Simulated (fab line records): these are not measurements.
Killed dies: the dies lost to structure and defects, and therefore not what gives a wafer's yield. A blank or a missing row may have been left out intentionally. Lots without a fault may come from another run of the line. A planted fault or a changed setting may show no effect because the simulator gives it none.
A struck lot beside a sound one -- flow sky130 -- 40 steps out of a route of 708
Sound: wafers L989.2, L989.3, L989.6. Wafers L987.1, L987.3, L987.4 were the ones struck. At the end, the cause is stated.
For every step that has rows: the tool of each side, followed by ch and its chambers, followed by its first start. Under that, the readings that differ: sound wafers -- struck wafers -- difference of the means -- sigmas: that difference in standard deviations of wafers without a fault.
alike: readings with means less than 2 such deviations apart, plus words and numbers identical on both sides. not compared: withheld readings, readings lacking a value on some wafer, bounds such as >300 that could conceal the same value, and numbers that have no deviation in the record and whose values overlap.
Wherever a step has rows on one side only, a row that says differs or no value, or a row with sigmas, the two part there. When numbers do not overlap yet have no deviation, they are printed without sigmas and do not part them. Lack of a reading on every wafer of one side parts them only where that side has two or more wafers.

first, 7 steps without rows for these wafers: SKY_NWELL_DEVELOP_22 (develop time 60 s); SKY_NWELL_IMPLANT_24; SKY_NWELL_STRIP_25 (strips in O2/N2); SKY_NWELL_CLEAN_27 (cleans in SC1/SC2, time 150 s); SKY_NWELL_RTA_28 (time 30 s); SKY_VT_ADJUST_HVTP_DEHYDRATE_00 (time 60 s); SKY_VT_ADJUST_HVTP_HMDS_01 (prime time 60 s).
SKY_VT_ADJUST_HVTP_COAT_02: resist thk 1140 nm.
  sound on lithoTrack-02 ch 0, day 10 12:06; struck on lithoTrack-03, day 10 00:07
  no value came back on the struck wafers for chillPlateTempC (C), dispensePressureKPa (kPa), resistLineTempC (C); on the sound wafers chillPlateTempC (C) reads 23.02 23.01 22.99
then, 4 steps without rows for these wafers: SKY_VT_ADJUST_HVTP_SOFTBAKE_03 (time 60 s); SKY_VT_ADJUST_HVTP_EXPOSE_04 (exposes mask HVTPM, target cd 380 nm); SKY_VT_ADJUST_HVTP_PEB_05; SKY_VT_ADJUST_HVTP_DEVELOP_06 (develop time 60 s).
SKY_VT_ADJUST_HVTP_CD_MEAS_07: target cd 380 nm.
  sound: cdSem-01 at day 10 23:59; struck: cdSem-01 at day 10 11:07
reading,sound,struck,difference,sigmas
cdNm (nm),380.5 380.2 379.9,- - -,no value on the struck wafers,
SKY_VT_ADJUST_HVTP_OVL_MEAS_08:
  sound: overlay-02 at day 11 00:06; struck: overlay-02 at day 10 11:14
reading,sound,struck,difference,sigmas
VT_ADJUST_HVTP_OVL (nm),-2.9 -2.5 -0.9,- - -,no value on the struck wafers,
then, 11 steps without rows for these wafers: SKY_VT_ADJUST_HVTP_IMPLANT_09; SKY_VT_ADJUST_HVTP_STRIP_10 (strips in O2/N2); SKY_VT_ADJUST_LVTN_DEHYDRATE_00 (time 60 s); SKY_VT_ADJUST_LVTN_HMDS_01 (prime time 60 s); SKY_VT_ADJUST_LVTN_COAT_02 (resist thk 3000 nm); SKY_VT_ADJUST_LVTN_SOFTBAKE_03; SKY_VT_ADJUST_LVTN_EXPOSE_04 (exposes mask NWM COMPLEMENT LESS NATIVE, target cd 840 nm); SKY_VT_ADJUST_LVTN_PEB_05; SKY_VT_ADJUST_LVTN_DEVELOP_06 (develop time 60 s); SKY_VT_ADJUST_LVTN_IMPLANT_08; SKY_VT_ADJUST_LVTN_STRIP_09 (strips in O2/N2).
SKY_VT_ADJUST_LVTN_TW_MEAS_10:
  sound: filmMetro-01 at day 12 00:31; struck: filmMetro-03 at day 11 11:28
reading,sound,struck,difference,sigmas
VT_ADJUST_LVTN_TW,246.6 246.0 246.6,1347.6 1352.7 1353.0,+1104.7,+99 or more
then, 8 steps without rows for these wafers: SKY_VT_ADJUST_LVTN_DEHYDRATE_11 (time 60 s); SKY_VT_ADJUST_LVTN_HMDS_12 (prime time 60 s); SKY_VT_ADJUST_LVTN_COAT_13 (resist thk 1140 nm); SKY_VT_ADJUST_LVTN_SOFTBAKE_14 (time 60 s); SKY_VT_ADJUST_LVTN_EXPOSE_15 (exposes mask HVN STD DERIVED, target cd 600 nm); SKY_VT_ADJUST_LVTN_PEB_16; SKY_VT_ADJUST_LVTN_DEVELOP_17 (develop time 60 s); SKY_VT_ADJUST_LVTN_IMPLANT_19.
SKY_VT_ADJUST_LVTN_TW_MEAS_21:
  sound: filmMetro-01 at day 13 00:59; struck: filmMetro-03 at day 12 11:19
reading,sound,struck,difference,sigmas
VT_ADJUST_LVTN_2_TW,192.4 192.2 191.5,1353.3 1350.4 1352.0,+1159.9,+99 or more
SKY_VT_ADJUST_NCORE_TW_MEAS_11:
  sound: filmMetro-01 at day 14 01:02; struck: filmMetro-03 at day 13 12:38
reading,sound,struck,difference,sigmas
VT_ADJUST_NCORE_TW,222.5 221.6 220.5,1354.8 1360.6 1365.6,+1138.8,+99 or more
SKY_VT_ADJUST_HVTR_TW_MEAS_11:
  sound: filmMetro-04 at day 15 03:24; struck: filmMetro-04 at day 14 13:47
reading,sound,struck,difference,sigmas
VT_ADJUST_HVTR_TW,213.5 212.0 211.9,1374.3 1370.5 1379.7,+1162.4,+99 or more
SKY_VT_ADJUST_PCH_TW_MEAS_10:
  sound: filmMetro-02 at day 16 07:34; struck: filmMetro-04 at day 15 17:34
reading,sound,struck,difference,sigmas
VT_ADJUST_PCH_TW,144.2 144.7 144.9,1371.8 1357.8 1373.8,+1223.2,+99 or more
SKY_SONOS_TUNNEL_TW_MEAS_12:
  sound: filmMetro-04 at day 17 13:27; struck: filmMetro-04 at day 16 22:10
reading,sound,struck,difference,sigmas
SONOS_TUNNEL_TW,196.9 199.1 198.8,1361.9 1364.5 1366.6,+1166.1,+99 or more
-- a jump in the record: the struck wafers' starts before and after are 33 days apart (it breaks off in module SONOS_TUNNEL and resumes in module PAD_OPEN, where the first step shown is number 708 of the route) --
SKY_PAD_OPEN_PROBE_99:
  sound: prober-01 at day 50 03:36; struck: prober-01 at day 49 17:33
reading,sound,struck,difference,sigmas
killedAtFrontEnd,21 14 21,405 415 423,+396,+92
killedDies,99 91 93,492 492 492,+398,+36
killedOnRim,16 19 23,96 96 96,+77,+20
  alike: killed_at_M0_to_M3, killed_at_M4_up, killedAtContacts, killedAtOther, killedOpen, killedShort

WHERE THEY PART
Earliest at SKY_VT_ADJUST_HVTP_COAT_02; latest, in this record, at SKY_PAD_OPEN_PROBE_99.

WHY: what had been put in by the simulator
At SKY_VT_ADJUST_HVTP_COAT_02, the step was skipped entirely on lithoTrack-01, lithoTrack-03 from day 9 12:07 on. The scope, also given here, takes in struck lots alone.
